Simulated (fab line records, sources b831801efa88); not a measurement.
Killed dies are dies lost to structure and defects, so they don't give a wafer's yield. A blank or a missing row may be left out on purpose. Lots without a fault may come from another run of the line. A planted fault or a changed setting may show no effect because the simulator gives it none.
fab line records | flow gf180mcu
record lots=5 wafers=15 last_day=33
route steps=602 shown V4@495 MIM@503 M5@526
lots that met no fault: from a run of the same line without faults
start_h: hours from the record's first day to the start of the lot's first wafer shown | wait_h: hours since the lot's step before | " the same as in the row above | L1.1+2: a row that stands for several wafers | - no value, or no start given | * or withheld: withheld | < > ~ a bound
route shown NAME@n: a module of which the file shows steps, and the number in the route of the first | usual: mean/standard deviation of fault-free wafers | same: alike in all rows | chamber/n: place in a boat | sites: the reading at each site | _std_site: their standard deviation | _edge_site: outer sites' mean less inner sites' | radius_mm: how far each site lies from the wafer's centre | mask NAME#n: copy n | behind: the tool/chamber that last shaped the wafer | hold: why the lot was held/for how many hours/how that ended | device: the transistor (n, p or np) that didn't switch | end of line: the same wafers' tests at the end of the route | a step without rows: its recipe alone | killed: dies lost to structure and defects at the first sort, not the wafer's yield | map: a wafer's dies, x killed, . not, _ none there
set.NAME: the setting as run; set.NAME@STEP: as run at that earlier step | model.NAME: the simulator's own value behind a step, which no gauge read
lots at some steps of the route; a table a step, a row a wafer
services: from which hour (start_h, from the record's first day; less than 0 if before it) a tool's chamber was out of use, for how many hours, and why
## steps
# step GF_V4_STRIP_19
# recipe chemistry=post_etch_residue_remover time_s=1200 temp_c=72.5
# same time_s=1200
# columns lot.wafer tool chamber start_h wait_h
L079.1+2+4 wet_bench-04 0 611.11 0.1
L085.3+5+6 wet_bench-01 3 648.81 0.0
L088.2+3+5 wet_bench-01 2 677.93 0.1
L091.3+5+6 wet_bench-04 3 694.11 0.0
L092.1+3+4 wet_bench-02 0 700.53 0.1
# step GF_V4_CLEAN_20
# recipe chemistry=DIW dry=n2_spin
# columns lot.wafer tool chamber start_h wait_h
L079.1+2+4 wet_bench-01 3 611.79 0.0
L085.3+5+6 wet_bench-02 2 649.22 0.0
L088.2+3+5 wet_bench-02 2 678.28 0.0
L091.3+5+6 wet_bench-02 1 694.48 0.0
L092.1+3+4 wet_bench-01 3 701.21 0.0
# step GF_V4_SPUTTER_21
# recipe material=Ti target_thk_nm=15 chamber_pressure_pa=5 power_w=2500 substrate_temp_c=200 time_s=80.02
# usual throttle_valve_pct=30.0/1.2
# same time_s=80.02
# columns lot.wafer tool chamber start_h wait_h throttle_valve_pct
L079.1 pvd_sputter-01 - 611.89 0.0 31.1
L079.2 " - " " 30.8
L079.4 " - " " 31.1
L085.3 pvd_sputter-02 - 649.31 0.0 31.1
L085.5 " - " " 28.9
L085.6 " - " " 31.5
L088.2 pvd_sputter-04 - 678.49 0.0 28.8
L088.3 " - " " 28.6
L088.5 " - " " 28.5
L091.3 pvd_sputter-04 - 694.68 0.0 29.8
L091.5 " - " " 29.6
L091.6 " - " " 28.5
L092.1 pvd_sputter-01 - 701.31 0.0 30.8
L092.3 " - " " 31.3
L092.4 " - " " 30.8
# step GF_V4_SPUTTER_22
# recipe material=TiN target_thk_nm=10 chamber_pressure_pa=5 power_w=4000 time_s=40
# usual throttle_valve_pct=30.0/1.2
# same time_s=40
# columns lot.wafer tool chamber start_h wait_h throttle_valve_pct
L079.1 pvd_sputter-01 - 611.95 0.0 31.1
L079.2 " - " " 30.7
L079.4 " - " " 31.0
L085.3 pvd_sputter-02 - 649.37 0.0 31.5
L085.5 " - " " 29.0
L085.6 " - " " 31.4
L088.2 pvd_sputter-04 - 678.56 0.0 28.7
L088.3 " - " " 28.4
L088.5 " - " " 28.8
L091.3 pvd_sputter-04 - 694.74 0.0 29.8
L091.5 " - " " 29.8
L091.6 " - " " 28.4
L092.1 pvd_sputter-01 - 701.37 0.0 30.9
L092.3 " - " " 31.2
L092.4 " - " " 31.2
# step GF_V4_CVD_23
# recipe material=W target_thk_nm=350 time_s=104.9 temp_c=400 pressure_torr=40
# usual heater_power_w=874/28
# same time_s=104.9
# columns lot.wafer tool chamber start_h wait_h heater_power_w
L079.1 cvd_w-01 0 611.99 0.0 873
L079.2 " 1 " " 857
L079.4 " 0 " " 856
L085.3 cvd_w-01 0 649.45 0.1 868
L085.5 " 0 " " 867
L085.6 " 1 " " 863
L088.2 cvd_w-01 1 678.59 0.0 870
L088.3 " 1 " " 874
L088.5 " 1 " " 890
L091.3 cvd_w-01 1 694.82 0.1 863
L091.5 " 0 " " 884
L091.6 " 1 " " 855
L092.1 cvd_w-02 0 701.41 0.0 856
L092.3 " 1 " " 910
L092.4 " 0 " " 865
# step GF_V4_RS_MEAS_24
# recipe thk_meas_gauge=four-point-probe reads=W_of_V4_CVD_23+TiN_of_V4_SPUTTER_22+Ti_of_V4_SPUTTER_21
# usual V4_W_RS=0.3276/0.0029
# columns lot.wafer tool chamber start_h wait_h V4_W_RS[ohm/sq]
L079.1 film_metro-03 - 612.10 0.1 0.3222
L079.2 " - " " 0.3240
L079.4 " - " " 0.3278
L085.3 film_metro-02 - 649.56 0.1 0.3284
L085.5 " - " " 0.3247
L085.6 " - " " 0.3257
L088.2 film_metro-02 - 678.73 0.1 0.3298
L088.3 " - " " 0.3276
L088.5 " - " " 0.3288
L091.3 film_metro-03 - 694.94 0.1 0.3245
L091.5 " - " " 0.3250
L091.6 " - " " 0.3280
L092.1 film_metro-02 - 701.52 0.1 0.3271
L092.3 " - " " 0.3257
L092.4 " - " " 0.3297
# step GF_V4_THK_MEAS_25
# recipe thk_meas_gauge=xrf reads=W_of_V4_CVD_23
# usual V4_W_THK=348/4.2
# columns lot.wafer tool chamber start_h wait_h V4_W_THK[nm]
L079.1 film_metro-03 - 612.22 0.1 355
L079.2 " - " " 354
L079.4 " - " " 352
L085.3 film_metro-02 - 649.66 0.1 343
L085.5 " - " " 348
L085.6 " - " " 345
L088.2 film_metro-02 - 678.84 0.1 343
L088.3 " - " " 346
L088.5 " - " " 343
L091.3 film_metro-03 - 695.04 0.1 357
L091.5 " - " " 357
L091.6 " - " " 355
L092.1 film_metro-02 - 701.64 0.1 349
L092.3 " - " " 349
L092.4 " - " " 345
# step GF_V4_CMP_26
# recipe stop_on=SiO2 down_force_psi=3.5 platen_rpm=60 t_overpolish_s=15 target_thk_nm=0 pad_velocity_m_s=0.94248
# usual motor_current_A=10.9/1.1 overpolish_run_s=15.001/0.0086 time_to_endpoint_s=85/4.5
# columns lot.wafer tool chamber start_h wait_h motor_current_A overpolish_run_s time_to_endpoint_s
L079.4 cmp-01 3 612.28 0.0 9.1 14.982 84
L079.2 " 1 " " 12.4 14.994 89
L079.1 " 2 " " 10.8 15.007 89
L085.3 cmp-02 2 649.75 0.1 11.9 15.001 91
L085.6 " 1 " " 9.6 14.993 83
L085.5 " 2 " " 12.2 14.995 95
L088.3 cmp-02 2 678.89 0.0 11.6 15.012 89
L088.2 " 3 " " 10.7 14.979 90
L088.5 " 3 " " 11.2 15.006 89
L091.3 cmp-02 3 695.18 0.1 10.9 14.991 86
L091.5 " 1 " " 9.1 15.021 76
L091.6 " 2 " " 11.4 14.998 81
L092.4 cmp-02 2 701.70 0.0 12.0 15.001 88
L092.3 " 3 " " 10.9 15.012 91
L092.1 " 0 " " 10.4 14.996 76
# step GF_MIM_SPUTTER_00
# recipe material=Ti target_thk_nm=37.5 arriving_ion_energy_ev=80 substrate_temp_c=200 chamber_pressure_pa=2 power_w=4000 time_s=150
# usual throttle_valve_pct=29.9/1
# same time_s=150
# columns lot.wafer tool chamber start_h wait_h throttle_valve_pct
L079.1 pvd_sputter-04 - 612.58 0.1 29.7
L079.2 " - " " 28.7
L079.4 " - " " 29.8
L085.3 pvd_sputter-03 - 650.00 0.2 31.0
L085.5 " - " " 30.7
L085.6 " - " " 30.2
L088.2 pvd_sputter-01 - 679.19 0.2 31.4
L088.3 " - " " 31.0
L088.5 " - " " 30.7
L091.3 pvd_sputter-01 - 695.38 0.1 31.1
L091.5 " - " " 28.0
L091.6 " - " " 30.7
L092.1 pvd_sputter-04 - 702.00 0.1 28.7
L092.3 " - " " 29.8
L092.4 " - " " 29.6
# step GF_MIM_SPUTTER_01
# recipe material=TiN target_thk_nm=30 power_w=6500 time_s=25 chamber_pressure_pa=0.4
# usual throttle_valve_pct=29.9/1
# same time_s=25
# columns lot.wafer tool chamber start_h wait_h throttle_valve_pct
L079.1 pvd_sputter-04 - 612.68 0.1 30.0
L079.2 " - " " 29.0
L079.4 " - " " 29.9
L085.3 pvd_sputter-03 - 650.10 0.1 31.1
L085.5 " - " " 30.7
L085.6 " - " " 30.3
L088.2 pvd_sputter-01 - 679.29 0.1 31.1
L088.3 " - " " 30.9
L088.5 " - " " 30.6
L091.3 pvd_sputter-01 - 695.48 0.1 31.2
L091.5 " - " " 28.0
L091.6 " - " " 30.8
L092.1 pvd_sputter-04 - 702.10 0.1 28.8
L092.3 " - " " 29.7
L092.4 " - " " 29.7
# step GF_MIM_SPUTTER_02
# recipe material=AlCu target_thk_nm=450 power_w=10600 time_s=23.9 chamber_pressure_pa=0.4
# usual throttle_valve_pct=29.9/1
# same time_s=23.9
# columns lot.wafer tool chamber start_h wait_h throttle_valve_pct
L079.1 pvd_sputter-04 - 612.71 0.0 29.7
L079.2 " - " " 28.7
L079.4 " - " " 29.6
L085.3 pvd_sputter-03 - 650.13 0.0 30.6
L085.5 " - " " 30.8
L085.6 " - " " 30.1
L088.2 pvd_sputter-01 - 679.32 0.0 31.1
L088.3 " - " " 31.1
L088.5 " - " " 30.7
L091.3 pvd_sputter-01 - 695.51 0.0 31.0
L091.5 " - " " 28.3
L091.6 " - " " 30.8
L092.1 pvd_sputter-04 - 702.13 0.0 28.9
L092.3 " - " " 29.8
L092.4 " - " " 29.7
# step GF_MIM_SPUTTER_03
# recipe material=Ti target_thk_nm=10 substrate_temp_c=300 chamber_pressure_pa=0.3 power_w=3000 time_s=6.7
# usual throttle_valve_pct=29.9/1
# same time_s=6.7
# columns lot.wafer tool chamber start_h wait_h throttle_valve_pct
L079.1 pvd_sputter-04 - 612.74 0.0 29.9
L079.2 " - " " 28.7
L079.4 " - " " 29.7
L085.3 pvd_sputter-03 - 650.16 0.0 31.0
L085.5 " - " " 30.7
L085.6 " - " " 30.3
L088.2 pvd_sputter-01 - 679.35 0.0 31.4
L088.3 " - " " 31.0
L088.5 " - " " 30.6
L091.3 pvd_sputter-01 - 695.54 0.0 31.1
L091.5 " - " " 27.9
L091.6 " - " " 31.0
L092.1 pvd_sputter-04 - 702.16 0.0 28.9
L092.3 " - " " 29.8
L092.4 " - " " 29.9
# step GF_MIM_SPUTTER_04
# recipe material=TiN target_thk_nm=50 power_w=6500 time_s=41.7 chamber_pressure_pa=0.4
# usual throttle_valve_pct=29.9/1
# same time_s=41.7
# columns lot.wafer tool chamber start_h wait_h throttle_valve_pct
L079.1 pvd_sputter-04 - 612.76 0.0 29.9
L079.2 " - " " 28.6
L079.4 " - " " 29.8
L085.3 pvd_sputter-03 - 650.18 0.0 31.0
L085.5 " - " " 30.9
L085.6 " - " " 30.1
L088.2 pvd_sputter-01 - 679.37 0.0 31.6
L088.3 " - " " 31.1
L088.5 " - " " 30.6
L091.3 pvd_sputter-01 - 695.56 0.0 31.1
L091.5 " - " " 28.0
L091.6 " - " " 30.8
L092.1 pvd_sputter-04 - 702.18 0.0 28.7
L092.3 " - " " 29.9
L092.4 " - " " 29.9
# step GF_MIM_CVD_05
# recipe material=Si3N4 target_thk_nm=42 temp_max_c=400 temp_c=385 time_s=29.086 rf_w=450
# usual heater_power_w=672/130
# same time_s=29.086
# columns lot.wafer tool chamber start_h wait_h heater_power_w
L079.1 pecvd-01 2 612.80 0.0 529
L079.2 " 1 " " 650
L079.4 " 2 " " 543
L085.3 pecvd-02 0 650.22 0.0 559
L085.5 " 2 " " 1009
L085.6 " 1 " " 571
L088.2 pecvd-03 2 679.41 0.0 785
L088.3 " 1 " " 727
L088.5 " 2 " " 784
L091.3 pecvd-01 1 695.60 0.0 635
L091.5 " 2 " " 539
L091.6 " 1 " " 633
L092.1 pecvd-02 0 702.22 0.0 590
L092.3 " 1 " " 603
L092.4 " 0 " " 598
# step GF_MIM_THK_MEAS_06
# recipe reads=Si3N4_of_MIM_CVD_05
# usual MIM_CVD_05_THK=41.9/0.52
# columns lot.wafer tool chamber start_h wait_h MIM_CVD_05_THK[nm]
L079.1 film_metro-01 - 612.83 0.0 42.7
L079.2 " - " " 41.5
L079.4 " - " " 43.2
L085.3 film_metro-01 - 650.27 0.0 41.4
L085.5 " - " " 41.6
L085.6 " - " " 42.3
L088.2 film_metro-01 - 679.45 0.0 41.5
L088.3 " - " " 41.3
L088.5 " - " " 41.8
L091.3 film_metro-03 - 695.65 0.0 41.4
L091.5 " - " " 41.8
L091.6 " - " " 42.3
L092.1 film_metro-02 - 702.25 0.0 41.9
L092.3 " - " " 41.6
L092.4 " - " " 42.0
# step GF_MIM_SPUTTER_07
# recipe material=TiN target_thk_nm=60 power_w=6500 time_s=50 chamber_pressure_pa=0.4
# usual throttle_valve_pct=29.8/1
# same time_s=50
# columns lot.wafer tool chamber start_h wait_h throttle_valve_pct
L079.1 pvd_sputter-01 - 612.89 0.1 31.6
L079.2 " - " " 28.3
L079.4 " - " " 30.8
L085.3 pvd_sputter-01 - 650.31 0.0 28.1
L085.5 " - " " 30.7
L085.6 " - " " 31.1
L088.2 pvd_sputter-04 - 679.50 0.0 28.3
L088.3 " - " " 29.7
L088.5 " - " " 28.7
L091.3 pvd_sputter-03 - 695.69 0.0 30.2
L091.5 " - " " 30.7
L091.6 " - " " 28.9
L092.1 pvd_sputter-01 - 702.31 0.1 30.7
L092.3 " - " " 31.2
L092.4 " - " " 31.0
# step GF_MIM_SPUTTER_08
# recipe material=AlCu target_thk_nm=200 power_w=10600 time_s=10.6 chamber_pressure_pa=0.4
# usual throttle_valve_pct=29.8/1
# same time_s=10.6
# columns lot.wafer tool chamber start_h wait_h throttle_valve_pct
L079.1 pvd_sputter-01 - 612.94 0.0 31.1
L079.2 " - " " 27.9
L079.4 " - " " 30.7
L085.3 pvd_sputter-01 - 650.36 0.0 28.0
L085.5 " - " " 30.7
L085.6 " - " " 30.7
L088.2 pvd_sputter-04 - 679.55 0.0 28.7
L088.3 " - " " 29.9
L088.5 " - " " 28.8
L091.3 pvd_sputter-03 - 695.73 0.0 30.3
L091.5 " - " " 30.3
L091.6 " - " " 29.1
L092.1 pvd_sputter-01 - 702.36 0.0 30.5
L092.3 " - " " 31.2
L092.4 " - " " 31.0
# step GF_MIM_SPUTTER_09
# recipe material=TiN target_thk_nm=35 power_w=6500 time_s=29.2 chamber_pressure_pa=0.4
# usual throttle_valve_pct=29.8/1
# same time_s=29.2
# columns lot.wafer tool chamber start_h wait_h throttle_valve_pct
L079.1 pvd_sputter-01 - 612.96 0.0 31.3
L079.2 " - " " 27.9
L079.4 " - " " 30.7
L085.3 pvd_sputter-01 - 650.38 0.0 28.0
L085.5 " - " " 30.7
L085.6 " - " " 30.7
L088.2 pvd_sputter-04 - 679.57 0.0 28.5
L088.3 " - " " 29.7
L088.5 " - " " 28.9
L091.3 pvd_sputter-03 - 695.76 0.0 30.3
L091.5 " - " " 30.6
L091.6 " - " " 29.0
L092.1 pvd_sputter-01 - 702.38 0.0 31.1
L092.3 " - " " 31.0
L092.4 " - " " 31.1
# step GF_MIM_RS_MEAS_10
# recipe thk_meas_gauge=four-point-probe reads=TiN_of_MIM_SPUTTER_09+AlCu_of_MIM_SPUTTER_08+TiN_of_MIM_SPUTTER_07
# usual MIM_ALCU_RS=0.1609/0.002
# columns lot.wafer tool chamber start_h wait_h MIM_ALCU_RS[ohm/sq]
L079.1 film_metro-02 - 612.99 0.0 0.1557
L079.2 " - " " 0.1579
L079.4 " - " " 0.1573
L085.3 film_metro-02 - 650.45 0.1 0.1596
L085.5 " - " " 0.1601
L085.6 " - " " 0.1592
L088.2 film_metro-02 - 679.62 0.0 0.1608
L088.3 " - " " 0.1600
L088.5 " - " " 0.1592
L091.3 film_metro-02 - 695.83 0.1 0.1598
L091.5 " - " " 0.1604
L091.6 " - " " 0.1602
L092.1 film_metro-01 - 702.41 0.0 0.1608
L092.3 " - " " 0.1609
L092.4 " - " " 0.1598
# step GF_MIM_THK_MEAS_11
# recipe thk_meas_gauge=xrf reads=AlCu_of_MIM_SPUTTER_08
# usual MIM_ALCU_THK=199.3/2.6
# columns lot.wafer tool chamber start_h wait_h MIM_ALCU_THK[nm]
L079.1 film_metro-02 - 613.11 0.1 206.0
L079.2 " - " " 203.7
L079.4 " - " " 203.4
L085.3 film_metro-02 - 650.55 0.1 201.2
L085.5 " - " " 201.4
L085.6 " - " " 202.7
L088.2 film_metro-02 - 679.73 0.1 198.2
L088.3 " - " " 200.9
L088.5 " - " " 202.1
L091.3 film_metro-02 - 695.93 0.1 200.9
L091.5 " - " " 201.9
L091.6 " - " " 198.9
L092.1 film_metro-01 - 702.53 0.1 197.8
L092.3 " - " " 199.5
L092.4 " - " " 199.5
# step GF_MIM_DEHYDRATE_12
# recipe temp_c=200 time_s=60
# same time_s=60
# columns lot.wafer tool chamber start_h wait_h
L079.1+2+4 litho_track-04 0 622.64 9.5
L085.3+5+6 litho_track-04 0 659.04 8.5
L088.2+3+5 litho_track-04 0 689.22 9.5
L091.3+5+6 litho_track-01 0 704.55 8.6
L092.1+3+4 litho_track-04 0 711.34 8.8
# step GF_MIM_HMDS_13
# recipe prime_time_s=60 prime_temp_c=120
# columns lot.wafer tool chamber start_h wait_h
L079.1+2+4 litho_track-04 0 622.79 0.1
L085.3+5+6 litho_track-04 0 659.19 0.1
L088.2+3+5 litho_track-04 0 689.37 0.1
L091.3+5+6 litho_track-01 0 704.70 0.1
L092.1+3+4 litho_track-04 0 711.49 0.1
# step GF_MIM_COAT_14
# recipe resist=NOVOLAK spin_rpm=3000 resist_thk_nm=1000
# columns lot.wafer tool chamber start_h wait_h
L079.1+2+4 litho_track-04 0 622.94 0.1
L085.3+5+6 litho_track-04 0 659.34 0.1
L088.2+3+5 litho_track-04 0 689.52 0.1
L091.3+5+6 litho_track-01 0 704.85 0.1
L092.1+3+4 litho_track-04 0 711.64 0.1
# step GF_MIM_SOFTBAKE_15
# recipe temp_c=90 time_s=60 resist=NOVOLAK
# same time_s=60
# columns lot.wafer tool chamber start_h wait_h
L079.1+2+4 litho_track-04 0 623.09 0.1
L085.3+5+6 litho_track-04 0 659.49 0.1
L088.2+3+5 litho_track-04 0 689.67 0.1
L091.3+5+6 litho_track-01 0 705.00 0.1
L092.1+3+4 litho_track-04 0 711.79 0.1
# step GF_MIM_EXPOSE_16
# recipe mask_id=FuseTop target_cd_nm=2000 na=0.6 source_shape=conventional sigma_outer=0.6 dose_mj=140
# same sigma_outer=0.6
# columns lot.wafer tool chamber start_h wait_h mask
L079.1+2+4 iline_stepper-01 0 - - FuseTop#0
L085.3+5+6 iline_stepper-01 0 - - FuseTop#0
L088.2+3+5 iline_stepper-01 0 - - FuseTop#0
L091.3+5+6 iline_stepper-02 0 - - FuseTop#0
L092.1+3+4 iline_stepper-02 0 - - FuseTop#0
# step GF_MIM_PEB_17
# recipe temp_c=withheld time_s=* resist=NOVOLAK
# same time_s=*
# columns lot.wafer tool chamber start_h wait_h
L079.1+2+4 litho_track-03 0 - -
L085.3+5+6 litho_track-04 0 - -
L088.2+3+5 litho_track-04 0 - -
L091.3+5+6 litho_track-04 0 - -
L092.1+3+4 litho_track-03 0 - -
# step GF_MIM_DEVELOP_18
# recipe develop_time_s=60 dev_temp_c=23
# columns lot.wafer tool chamber start_h wait_h
L079.1+2+4 litho_track-03 0 632.18 0.1
L085.3+5+6 litho_track-04 0 668.84 0.1
L088.2+3+5 litho_track-04 0 699.07 0.1
L091.3+5+6 litho_track-04 0 713.94 0.1
L092.1+3+4 litho_track-03 0 720.38 0.1
# step GF_MIM_METAL_ETCH_19
# recipe chemistry=Cl2/BCl3 mask_material=NOVOLAK stop_on=Si3N4 target_depth_nm=324.5 pressure_mtorr=8 icp_w=800 bias_w=140 Cl2_flow_sccm=80 bcl3_flow_sccm=40 time_s=54.1
# usual drypump_motor_current_A=5.7/0.51 oes_product_au=0.938/0.0071 throttle_valve_pct=28.286/0.01
# same time_s=54.1
# columns lot.wafer tool chamber start_h wait_h drypump_motor_current_A oes_product_au rf_hours_counter_h throttle_valve_pct
L079.1 rie_metal-02 1 632.33 0.1 6.0 0.946 0 28.261
L079.2 " 0 " " 5.5 0.941 10 28.284
L079.4 " 1 " " 6.0 0.944 - 28.279
L085.3 rie_metal-04 0 668.97 0.1 5.1 0.950 - 28.293
L085.5 " 0 " " 5.1 0.939 - 28.301
L085.6 " 1 " " 6.4 0.949 - 28.273
L088.2 rie_metal-04 1 699.19 0.1 6.4 0.929 14 28.291
L088.3 " 0 " " 5.1 0.952 - 28.271
L088.5 " 0 " " 5.1 0.942 - 28.292
L091.3 rie_metal-04 1 714.07 0.1 6.4 0.943 - 28.295
L091.5 " 1 " " 6.4 0.938 - 28.291
L091.6 " 0 " " 5.1 0.930 - 28.294
L092.1 rie_metal-04 0 720.53 0.1 5.1 0.952 6 28.286
L092.3 " 0 " " 5.1 0.941 - 28.289
L092.4 " 1 " " 6.4 0.946 - 28.284
# step GF_MIM_STRIP_20
# recipe chemistry=O2/N2 power_w=1400 pressure_mtorr=1500 platen_temp_c=250 o2_flow_sccm=3000 n2_flow_sccm=300 overash_fraction=0.5
# usual drypump_motor_current_A=5.7/0.57 heater_power_w=318/11 oes_product_au=0.691/0.0047 strip_time_to_endpoint_s=11.20/0.039
# columns lot.wafer tool chamber start_h wait_h drypump_motor_current_A heater_power_w oes_product_au rf_hours_counter_h strip_time_to_endpoint_s
L079.1 plasma_asher-02 0 632.40 0.0 6.6 305 0.704 17 11.25
L079.2 " 1 " " 5.5 306 0.690 17 11.21
L079.4 " 1 " " 5.5 309 0.691 - 11.21
L085.3 plasma_asher-02 0 669.05 0.1 6.5 315 0.691 - 11.23
L085.5 " 1 " " 5.5 295 0.687 - 11.22
L085.6 " 0 " " 6.6 321 0.683 - 11.15
L088.2 plasma_asher-04 1 699.26 0.0 4.9 322 0.692 109 11.21
L088.3 " 1 " " 5.0 317 0.699 - 11.29
L088.5 " 1 " " 4.9 327 0.689 - 11.28
L091.3 plasma_asher-02 1 714.15 0.1 5.5 308 0.689 - 11.17
L091.5 " 0 " " 6.6 317 0.687 - 11.13
L091.6 " 1 " " 5.5 309 0.688 - 11.20
L092.1 plasma_asher-04 1 720.60 0.0 4.9 318 0.683 112 11.20
L092.3 " 1 " " 4.9 322 0.694 - 11.18
L092.4 " 0 " " 5.7 332 0.688 - 11.13
# step GF_MIM_STRIP_21
# recipe chemistry=post_etch_residue_remover time_s=1200 temp_c=72.5
# same time_s=1200
# columns lot.wafer tool chamber start_h wait_h
L079.1+2+4 wet_bench-04 3 632.50 0.1
L085.3+5+6 wet_bench-02 3 669.11 0.0
L088.2+3+5 wet_bench-03 0 699.36 0.1
L091.3+5+6 wet_bench-03 0 714.21 0.0
L092.1+3+4 wet_bench-04 1 720.70 0.1
# step GF_MIM_CLEAN_22
# recipe chemistry=DIW dry=n2_spin
# columns lot.wafer tool chamber start_h wait_h
L079.1+2+4 wet_bench-02 1 632.85 0.0
L085.3+5+6 wet_bench-04 0 669.46 0.0
L088.2+3+5 wet_bench-02 2 699.71 0.0
L091.3+5+6 wet_bench-02 0 714.56 0.0
L092.1+3+4 wet_bench-03 0 721.05 0.0
# step GF_M5_DEHYDRATE_00
# recipe temp_c=200 time_s=60
# same time_s=60
# columns lot.wafer tool chamber start_h wait_h
L079.1+2+4 litho_track-03 0 642.38 9.4
L085.3+5+6 litho_track-03 0 678.33 8.8
L088.2+3+5 litho_track-03 0 708.71 8.8
L091.3+5+6 litho_track-02 0 722.67 8.0
L092.1+3+4 litho_track-04 0 729.39 8.3
# step GF_M5_HMDS_01
# recipe prime_time_s=60 prime_temp_c=120
# columns lot.wafer tool chamber start_h wait_h
L079.1+2+4 litho_track-03 0 642.53 0.1
L085.3+5+6 litho_track-03 0 678.48 0.1
L088.2+3+5 litho_track-03 0 708.86 0.1
L091.3+5+6 litho_track-02 0 722.82 0.1
L092.1+3+4 litho_track-04 0 729.54 0.1
# step GF_M5_COAT_02
# recipe resist=KrF spin_rpm=withheld resist_thk_nm=1000
# columns lot.wafer tool chamber start_h wait_h
L079.1+2+4 litho_track-03 0 642.68 0.1
L085.3+5+6 litho_track-03 0 678.63 0.1
L088.2+3+5 litho_track-03 0 709.01 0.1
L091.3+5+6 litho_track-02 0 722.97 0.1
L092.1+3+4 litho_track-04 0 729.69 0.1
# step GF_M5_SOFTBAKE_03
# recipe temp_c=130 time_s=60 resist=KrF
# same time_s=60
# columns lot.wafer tool chamber start_h wait_h
L079.1+2+4 litho_track-03 0 642.83 0.1
L085.3+5+6 litho_track-03 0 678.78 0.1
L088.2+3+5 litho_track-03 0 709.16 0.1
L091.3+5+6 litho_track-02 0 723.12 0.1
L092.1+3+4 litho_track-04 0 729.84 0.1
# step GF_M5_EXPOSE_04
# recipe mask_id=Metal5 target_cd_nm=280 na=0.68 source_shape=conventional sigma_outer=0.6 dose_mj=28
# same sigma_outer=0.6
# columns lot.wafer tool chamber start_h wait_h mask
L079.1+2+4 krf_scanner-01 0 - - Metal5#0
L085.3+5+6 krf_scanner-01 0 - - Metal5#0
L088.2+3+5 krf_scanner-02 0 - - Metal5#0
L091.3+5+6 krf_scanner-02 0 - - Metal5#0
L092.1+3+4 krf_scanner-02 0 - - Metal5#0
# step GF_M5_PEB_05
# recipe peb_temp_c=135 peb_time_s=90 resist=KrF
# columns lot.wafer tool chamber start_h wait_h
L079.1+2+4 litho_track-02 0 - -
L085.3+5+6 litho_track-03 0 - -
L088.2+3+5 litho_track-02 0 - -
L091.3+5+6 litho_track-03 0 - -
L092.1+3+4 litho_track-02 0 - -
# step GF_M5_DEVELOP_06
# recipe develop_time_s=60 dev_temp_c=21
# columns lot.wafer tool chamber start_h wait_h
L079.1+2+4 litho_track-02 0 652.63 0.2
L085.3+5+6 litho_track-03 0 687.93 0.1
L088.2+3+5 litho_track-02 0 718.20 0.2
L091.3+5+6 litho_track-03 0 731.83 0.1
L092.1+3+4 litho_track-02 0 738.72 0.2
# step GF_M5_CD_MEAS_07
# recipe target_cd_nm=280
# usual cd_nm=280.2/1.3
# columns lot.wafer tool chamber start_h wait_h cd_nm
L079.1 cd_sem-01 - 652.78 0.1 279.7
L079.2 " - " " 280.2
L079.4 " - " " 280.3
L085.3 cd_sem-01 - 688.07 0.1 279.5
L085.5 " - " " 279.0
L085.6 " - " " 278.4
L088.2 cd_sem-02 - 718.34 0.1 279.2
L088.3 " - " " 277.4
L088.5 " - " " 278.7
L091.3 cd_sem-01 - 731.97 0.1 280.1
L091.5 " - " " 279.6
L091.6 " - " " 279.6
L092.1 cd_sem-01 - 738.87 0.1 280.6
L092.3 " - " " 280.7
L092.4 " - " " 280.9
# step GF_M5_OVL_MEAS_08
# usual M5_OVL=-2/4.7
# columns lot.wafer tool chamber start_h wait_h M5_OVL[nm]
L079.1 overlay-01 - 652.90 0.1 -5
L079.2 " - " " -2
L079.4 " - " " -1
L085.3 overlay-02 - 688.17 0.1 -5
L085.5 " - " " -7
L085.6 " - " " -10
L088.2 overlay-02 - 718.45 0.1 0
L088.3 " - " " 4
L088.5 " - " " 9
L091.3 overlay-01 - 732.07 0.1 -6
L091.5 " - " " -19
L091.6 " - " " -8
L092.1 overlay-02 - 738.99 0.1 -1
L092.3 " - " " -2
L092.4 " - " " 1
# step GF_M5_ETCH_09
# recipe chemistry=CF4/O2 target=Si3N4 target_depth_nm=52 source_w=800 bias_w=150 pressure_mtorr=150 cf4_flow_sccm=80 O2_flow_sccm=10 time_s=11.6
# usual drypump_motor_current_A=5.6/0.34 oes_product_au=0.994/0.011 throttle_valve_pct=5.969/0.0094
# same time_s=11.6
# columns lot.wafer tool chamber start_h wait_h drypump_motor_current_A oes_product_au rf_hours_counter_h throttle_valve_pct
L079.1 rie_diel-02 2 652.93 0.0 6.0 1.001 9 5.962
L079.2 " 1 " " 5.7 1.006 14 5.966
L079.4 " 3 " " 5.1 0.986 11 5.975
L085.3 rie_diel-04 0 688.19 0.0 5.7 0.984 15 5.962
L085.5 " 2 " " 6.3 0.989 - 5.970
L085.6 " 1 " " 5.4 1.001 - 5.969
L088.2 rie_diel-04 3 718.48 0.0 5.7 0.977 1 5.963
L088.3 " 1 " " 5.4 0.998 19 5.963
L088.5 " 0 " " 5.7 0.996 - 5.983
L091.3 rie_diel-04 2 732.09 0.0 6.3 0.989 50 5.972
L091.5 " 3 " " 5.7 0.994 - 5.958
L091.6 " 0 " " 5.7 0.998 - 5.959
L092.1 rie_diel-02 3 739.03 0.0 5.1 0.994 15 5.962
L092.3 " 2 " " 6.0 0.993 13 5.962
L092.4 " 2 " " 6.0 1.001 - 5.964
## services
# columns tool chamber start_h hours kind
plasma_asher-04 - 588.67 0.5 repair
pecvd-01 - 591.12 14.0 pm
cvd_w-01 0 603.61 4.4 repair
rie_diel-04 2 617.70 9.7 repair
iline_stepper-01 - 629.90 1.7 pm
rie_metal-04 - 632.44 2.8 pm
krf_scanner-02 - 639.63 0.8 pm
krf_scanner-02 - 653.12 1.0 pm
wet_bench-04 - 662.02 5.0 repair
pvd_sputter-03 - 663.62 2.4 repair
pvd_sputter-01 - 667.35 2.9 repair
plasma_asher-02 - 673.74 1.3 repair
pvd_sputter-03 - 679.43 6.8 repair
cmp-02 - 683.03 8.9 repair
plasma_asher-02 - 689.22 15.6 pm
iline_stepper-01 - 693.38 9.1 repair
wet_bench-04 - 697.87 4.1 repair
rie_diel-04 0 701.72 2.0 repair
pvd_sputter-04 - 711.22 1.7 repair
wet_bench-02 - 721.72 1.8 repair
krf_scanner-02 - 724.07 1.3 pm
cmp-02 - 734.52 1.4 repair
cvd_w-01 - 736.69 1.6 repair
rie_metal-04 - 737.37 1.4 pm
## key
fault none
